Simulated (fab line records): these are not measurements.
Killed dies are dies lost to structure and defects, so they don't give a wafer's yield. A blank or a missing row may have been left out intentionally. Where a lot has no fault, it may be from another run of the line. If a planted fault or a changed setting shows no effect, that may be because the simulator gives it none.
Matching of chambers -- flow gf180mcu -- 4 sister chambers for GF_V4_CMP_26 on cmp-01
The step polishes, stops on SiO2, t overpolish 15 s, target thk 0 nm. 8 wafers are shown with their chamber, then 8 later ones without.

## WAFERS, EACH WITH ITS CHAMBER
wafer,chamber,motor_current_A (A),time_to_endpoint_s (s)
L705.1,1,12.8,84
L705.5,1,12.1,86
L717.2,2,9.7,82
L717.6,0,10.2,80
L720.1,2,9.1,85
L720.2,0,9.8,81
L720.4,3,11.7,85
L722.1,3,10.9,84

## WAFERS WITHOUT THEIR CHAMBER
wafer,motor_current_A (A),time_to_endpoint_s (s)
L722.3,12.7,87
L722.4,9.3,84
L723.3,13.3,89
L723.4,9.8,82
L723.5,10.3,83
L724.3,12.1,86
L724.5,12.8,88
L724.6,9.7,85

## WHICH CHAMBER EACH ONE RAN IN
wafer,from the rows above,in truth
L722.3,1,1
L722.4,2,2
L723.3,1,1
L723.4,can't be placed: 0 or 2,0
L723.5,can't be placed: 0 or 2 or 3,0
L724.3,can't be placed: 1 or 3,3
L724.5,can't be placed: 1 or 3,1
L724.6,2,2
Placed correctly: 4 of 8. Can't be placed from these rows: 4 (the true chamber is among the candidates in 4). Placed wrongly: 0.
How it was worked out, from the rows above alone: a wafer's distance from a chamber is the root of the sum, over the readings, of the square of ((its reading less the chamber's mean) divided by the reading's scatter). The wafer belongs to the nearest chamber; if the next one is less than 2 further off, it can't be placed. A chamber's mean is the mean of its shown wafers. How the scatter is found: for the shown wafers, subtract from each reading the mean of its chamber, square and add these, divide the total by (wafers less chambers), then take the root.
